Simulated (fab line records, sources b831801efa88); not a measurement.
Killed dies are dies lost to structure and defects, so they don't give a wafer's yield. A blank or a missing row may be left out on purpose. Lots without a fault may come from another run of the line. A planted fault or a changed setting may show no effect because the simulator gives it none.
Tool commonality check | flow sky130 | 10 lots, 29 wafers sampled

WHY IT WAS OPENED
At SKY_CAP2M_RS_MEAS_03 the reading CAP2M_TIN_RS is flagged on 2 of 10 lots. Wafers without a fault read 6.87 ohm/sq, standard deviation 0.073.
Rule: a lot is flagged when every wafer of it that has a number lies more than 4 standard deviations from that mean, or none has a number. The other lots count as sound.

lot  | measured     | on            | CAP2M_TIN_RS (ohm/sq), wafer by wafer | flag
L742 | day 40 00:49 | film_metro-01 | 6.91 6.88 6.86                        |
L743 | day 40 08:54 | film_metro-04 | 7.10 6.90 7.03                        |
L744 | day 40 10:08 | film_metro-04 | 6.92 6.89 6.85                        |
L750 | day 42 03:40 | film_metro-04 | 6.91 6.90 6.86                        |
L752 | day 42 19:10 | film_metro-04 | 6.95 6.91 6.94                        |
L754 | day 43 08:49 | film_metro-03 | 6.96 6.94 6.88                        |
L755 | day 43 13:44 | film_metro-04 | 6.81 6.90 6.85                        |
L762 | day 45 11:46 | film_metro-04 | 6.87 6.87 6.87                        |
L763 | day 45 16:03 | film_metro-01 | 7.19 7.21                             | FLAGGED
L765 | day 46 00:04 | film_metro-04 | 7.29 7.31 7.35                        | FLAGGED
The numbers of the flagged lots are 7.27 ohm/sq on average: +0.40 ohm/sq against the usual, or +5 standard deviations.

WHICH TOOL RAN EACH LOT
The record holds 3 process steps before the reading, out of a route of 708 steps. In each cell: the tool, then ch and the chambers that the sampled wafers went through, then the start.
lot  | flag    | SKY_METAL3_ETCH_16                | SKY_METAL4_SPUTTER_01        | SKY_CAP2M_SPUTTER_02
L742 |         | rie_metal-02 ch 0, day 38 20:55   | pvd_sputter-01, day 40 00:28 | pvd_sputter-03, day 40 00:41
L743 |         | rie_metal-04 ch 0,1, day 39 04:11 | pvd_sputter-02, day 40 08:32 | pvd_sputter-01, day 40 08:45
L744 |         | rie_metal-04 ch 0,1, day 39 06:46 | pvd_sputter-04, day 40 09:49 | pvd_sputter-02, day 40 10:01
L750 |         | rie_metal-01 ch 0, day 41 00:25   | pvd_sputter-01, day 42 03:19 | pvd_sputter-03, day 42 03:34
L752 |         | rie_metal-04 ch 0,1, day 41 16:34 | pvd_sputter-04, day 42 18:50 | pvd_sputter-02, day 42 19:04
L754 |         | rie_metal-02 ch 0,1, day 42 07:10 | pvd_sputter-01, day 43 08:28 | pvd_sputter-02, day 43 08:41
L755 |         | rie_metal-04 ch 0,1, day 42 11:55 | pvd_sputter-01, day 43 13:24 | pvd_sputter-03, day 43 13:37
L762 |         | rie_metal-04 ch 0,1, day 44 10:31 | pvd_sputter-02, day 45 11:26 | pvd_sputter-01, day 45 11:39
L763 | FLAGGED | rie_metal-04 ch 0, day 44 15:01   | pvd_sputter-04, day 45 15:43 | pvd_sputter-03, day 45 15:55
L765 | FLAGGED | rie_metal-02 ch 0,1, day 44 23:16 | pvd_sputter-04, day 45 23:43 | pvd_sputter-03, day 45 23:56
What these steps do:
- SKY_METAL3_ETCH_16: etches BARC in N2/H2, stops on SiO2, time 88.2 s, target depth 60 nm.
- SKY_METAL4_SPUTTER_01: material TiN, target thk 20 nm, time 16.7 s.
- SKY_CAP2M_SPUTTER_02: material TiN, target thk 200 nm, time 166.7 s.
- SKY_CAP2M_RS_MEAS_03: measures by four-point-probe.

FLAGGED OVER TOTAL, TOOL BY TOOL (the gauges that took the reading come last)
step                  | tool           | lots run | flagged | share of the flagged lots | sound lots run after its first flagged lot
SKY_METAL3_ETCH_16    | rie_metal-01   | 1        | 0       | none                      | -
SKY_METAL3_ETCH_16    | rie_metal-02   | 3        | 1       | some                      | 0
SKY_METAL3_ETCH_16    | rie_metal-04   | 6        | 1       | some                      | 0
SKY_METAL4_SPUTTER_01 | pvd_sputter-01 | 4        | 0       | none                      | -
SKY_METAL4_SPUTTER_01 | pvd_sputter-02 | 2        | 0       | none                      | -
SKY_METAL4_SPUTTER_01 | pvd_sputter-04 | 4        | 2       | all                       | 0
SKY_CAP2M_SPUTTER_02  | pvd_sputter-01 | 2        | 0       | none                      | -
SKY_CAP2M_SPUTTER_02  | pvd_sputter-02 | 3        | 0       | none                      | -
SKY_CAP2M_SPUTTER_02  | pvd_sputter-03 | 5        | 2       | all                       | 0
SKY_CAP2M_RS_MEAS_03  | film_metro-01  | 2        | 1       | some                      | 0
SKY_CAP2M_RS_MEAS_03  | film_metro-03  | 1        | 0       | none                      | -
SKY_CAP2M_RS_MEAS_03  | film_metro-04  | 7        | 1       | some                      | 0

WHAT THE TABLE ALLOWS
2 rows of the table ran every flagged lot: pvd_sputter-04 at SKY_METAL4_SPUTTER_01, pvd_sputter-03 at SKY_CAP2M_SPUTTER_02.
- pvd_sputter-04 at SKY_METAL4_SPUTTER_01: 2 of its 4 lots flagged. Its last sound lot is L752 (day 42 18:50), its first flagged lot L763 (day 45 15:43): a fault that began between those two fits.
- pvd_sputter-03 at SKY_CAP2M_SPUTTER_02: 2 of its 5 lots flagged. Its last sound lot is L755 (day 43 13:37), its first flagged lot L763 (day 45 15:55): a fault that began between those two fits. Its own readings lie more than 4 standard deviations out on every wafer of the flagged lots: cathode_dc_power_W.
Counting lots can't tell these 2 tools apart, because each fits a fault that began at some hour. More lots, or a look at what each step does to the wafer, might.

WHAT THE SIMULATOR HAD PUT IN
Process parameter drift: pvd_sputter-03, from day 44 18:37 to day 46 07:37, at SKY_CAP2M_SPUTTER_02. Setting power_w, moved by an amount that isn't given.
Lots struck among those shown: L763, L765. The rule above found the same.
